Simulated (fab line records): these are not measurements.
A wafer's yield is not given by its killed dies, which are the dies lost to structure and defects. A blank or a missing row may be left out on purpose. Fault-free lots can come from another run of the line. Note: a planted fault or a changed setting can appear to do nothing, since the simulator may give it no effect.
Which tool did it? -- flow sky130 -- 12 lots with 36 wafers sampled at 3 steps, on a route of 708 steps

== WHAT EACH GAUGE READ, for each wafer ==
SKY_VT_ADJUST_HVTR_CD_MEAS_07 targets a cd of 380 nm. Usual: cd nm reads 379.5 nm (standard deviation 2.4).
lot,measured,on,cd nm (nm),flag
L479,day 9 08:31,cd sem-01,375.4 374.5 377.9,
L481,day 10 09:19,cd sem-01,377.7 380.0 376.4,
L482,day 10 20:20,cd sem-02,381.8 381.3 381.4,
L484,day 11 00:08,cd sem-01,376.7 378.4 375.9,
L483,day 11 01:56,cd sem-02,378.3 378.3 381.2,
L489,day 12 19:59,cd sem-02,375.5 379.8 377.2,
L491,day 13 08:11,cd sem-01,384.5 384.6 385.8,
L493,day 14 09:37,cd sem-02,379.7 378.0 380.8,
L494,day 15 03:30,cd sem-02,414.6 379.1 377.4,OFF
L498,day 16 08:26,cd sem-01,379.3 380.9 382.9,
L501,day 16 16:49,cd sem-01,376.1 377.8 377.3,
L502,day 16 22:51,cd sem-01,379.2 379.5 375.0,

SKY_SONOS_ONO_OVL_MEAS_14. Usual: for SONOS_ONO_OVL the level is 0.1 nm and the standard deviation is 1.4.
lot,measured,on,SONOS_ONO_OVL (nm),flag
L479,day 12 13:30,overlay-02,-1.4 1.2 1.4,
L481,day 13 15:31,overlay-02,-3.3 -3.3 -3.1,
L482,day 14 05:19,overlay-02,0.0 0.9 0.4,
L484,day 14 07:21,overlay-02,-0.3 -1.8 -2.9,
L483,day 14 13:16,overlay-01,0.9 3.1 1.0,
L489,day 16 08:58,overlay-02,1.6 -0.4 -0.4,
L491,day 17 01:52,overlay-01,-0.5 2.2 0.8,
L493,day 18 04:32,overlay-02,0.2 -0.1 -0.5,
L494,day 18 22:31,overlay-01,0.6 -2.0 -0.3,
L498,day 20 08:57,overlay-02,1.1 0.3 -0.8,
L501,day 20 16:25,overlay-02,-1.9 -2.6 0.6,
L502,day 21 03:41,overlay-02,2.6 0.7 2.9,

== WHAT TOOL EACH LOT RAN ON (gives the tool, then ch and the chambers of the sampled wafers, and finally the start) ==
lot,SKY_VT_ADJUST_HVTR_DEVELOP_06
L479,"litho track-02 ch 0, day 9 08:22"
L481,"litho track-02 ch 0, day 10 09:10"
L482,"litho track-03 ch 0, day 10 20:12"
L484,"litho track-01 ch 0, day 10 23:59"
L483,"litho track-03 ch 0, day 11 01:48"
L489,"litho track-03 ch 0, day 12 19:51"
L491,"litho track-01 ch 0, day 13 08:02"
L493,"litho track-01 ch 0, day 14 09:29"
L494,"litho track-03 ch 0, day 15 03:21"
L498,"litho track-01 ch 0, day 16 08:17"
L501,"litho track-02 ch 0, day 16 16:40"
L502,"litho track-01 ch 0, day 16 22:42"
- SKY_VT_ADJUST_HVTR_DEVELOP_06: develop time 60 s.

== WHAT THE TOOLS THEMSELVES READ (means of the sampled wafers that have a number; where no wafer has one, the mark that the record gives instead) ==
SKY_VT_ADJUST_HVTR_DEVELOP_06. Usual: chill plate temp C reads 23.03 C (standard deviation 0.1).
lot,tool,chill plate temp C (C),flag
L479,litho track-02,23.10,
L481,litho track-02,23.00,
L482,litho track-03,22.95,
L484,litho track-01,22.99,
L483,litho track-03,23.08,
L489,litho track-03,23.09,
L491,litho track-01,23.05,
L493,litho track-01,23.07,
L494,litho track-03,23.00,
L498,litho track-01,23.06,
L501,litho track-02,22.99,
L502,litho track-01,23.00,

== THE ANSWER, worked out from the rows above alone ==
Rule: a lot is off if the mean of its wafers that have a number lies more than 3 standard deviations from the usual mean. Also off: a lot with no number at a reading for which 4 or more lots have one. The other lots that the step has rows for count as sound. Order of review: gauges by route order, followed by the tools' own readings, for which a lot's mean as printed above is used. At the first step where some lot is off, the reading lying furthest off is the one used; lots without a number count as furthest.
Off: L494, at SKY_VT_ADJUST_HVTR_CD_MEAS_07 (cd nm).
If a tool, at a process step before that reading, ran all the lots that are off and no sound lot after the first of them, it fits. The gauges at SKY_VT_ADJUST_HVTR_CD_MEAS_07 are tried like those tools. 2 tools fit, litho track-03 at SKY_VT_ADJUST_HVTR_DEVELOP_06 and cd sem-02 at SKY_VT_ADJUST_HVTR_CD_MEAS_07, so this cannot tell which one it is.

== WHAT THE SIMULATOR PUT IN ==
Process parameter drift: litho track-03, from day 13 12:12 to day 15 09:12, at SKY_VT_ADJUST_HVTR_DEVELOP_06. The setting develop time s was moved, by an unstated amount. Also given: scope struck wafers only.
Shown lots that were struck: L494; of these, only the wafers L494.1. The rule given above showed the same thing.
